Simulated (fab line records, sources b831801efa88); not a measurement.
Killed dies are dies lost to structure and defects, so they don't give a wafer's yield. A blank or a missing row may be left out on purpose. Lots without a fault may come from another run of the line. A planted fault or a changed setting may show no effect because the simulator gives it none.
A struck lot beside a sound one | flow gf180mcu | 14 steps out of a route of 602
Sound: wafers L929.1, L929.2, L929.4. Struck: wafers L928.1, L928.5, L928.6. The cause comes at the end.
At each step with rows: each side's tool, then ch and its chambers, then its first start. Under that, the readings that differ: sound wafers | struck wafers | difference of the means | sigmas: that difference in standard deviations of wafers without a fault.
alike: readings whose means differ by less than 2 such deviations, and words and numbers that are the same on both sides. not compared: withheld readings, readings that some wafer has no value for, bounds like >300 that may hide the same value, and numbers for which the record gives no deviation and whose values overlap.
The two part at a step that has a row with sigmas, a row that says differs or no value, or rows on one side only. Numbers that don't overlap but have no deviation are shown without sigmas and don't part them. A reading that every wafer of one side lacks parts them only if that side has two wafers or more.

first, 1 step without rows for these wafers: GF_MVPSD_DEVELOP_06 (develop time 60 s).
GF_MVPSD_OVL_MEAS_07:
  sound on overlay-01, day 10 00:43; struck on overlay-01, day 9 21:02
  alike: MVPSD_OVL
then, 2 steps without rows for these wafers: GF_MVPSD_IMPLANT_08; GF_MVPSD_IMPLANT_09.
GF_MVPSD_STRIP_10: strips in O2/N2.
  sound on plasma_asher-02 ch 0,1, day 10 01:04; struck on plasma_asher-03 ch 0,1, day 9 21:23
  alike: drypump_motor_current_A, heater_power_w, oes_product_au, strip_time_to_endpoint_s
  not compared: rf_hours_counter_h
GF_MVPSD_TW_MEAS_11:
  sound on film_metro-02, day 10 01:10; struck on film_metro-02, day 9 21:29
  alike: MVPSD_TW
then, 6 steps without rows for these wafers: GF_VT_IMPLANT_DEHYDRATE_00 (time 60 s); GF_VT_IMPLANT_HMDS_01 (prime time 60 s); GF_VT_IMPLANT_COAT_02 (resist thk 1000 nm); GF_VT_IMPLANT_SOFTBAKE_03 (time 60 s); GF_VT_IMPLANT_EXPOSE_04 (exposes mask LVPWELL LV AREA, target cd 600 nm); GF_VT_IMPLANT_PEB_05.
GF_VT_IMPLANT_DEVELOP_06: develop time 60 s.
  sound on litho_track-01 ch 0, day 10 18:58; struck on litho_track-01, day 10 15:10
  no value came back on the struck wafers for chill_plate_temp_C (C), develop_time_s (s), developer_temp_C (C); on the sound wafers chill_plate_temp_C (C) reads 22.90 23.01 23.20
GF_VT_IMPLANT_OVL_MEAS_07:
  sound on overlay-01, day 10 19:07; struck on overlay-02, day 10 15:19
  reading             | sound         | struck | difference                    | sigmas
  VT_IMPLANT_OVL (nm) | 0.1 -1.9 -1.0 | - - -  | no value on the struck wafers |

WHERE THEY PART
First at GF_VT_IMPLANT_DEVELOP_06; last, within this record, at GF_VT_IMPLANT_OVL_MEAS_07.

WHY: what the simulator had put in
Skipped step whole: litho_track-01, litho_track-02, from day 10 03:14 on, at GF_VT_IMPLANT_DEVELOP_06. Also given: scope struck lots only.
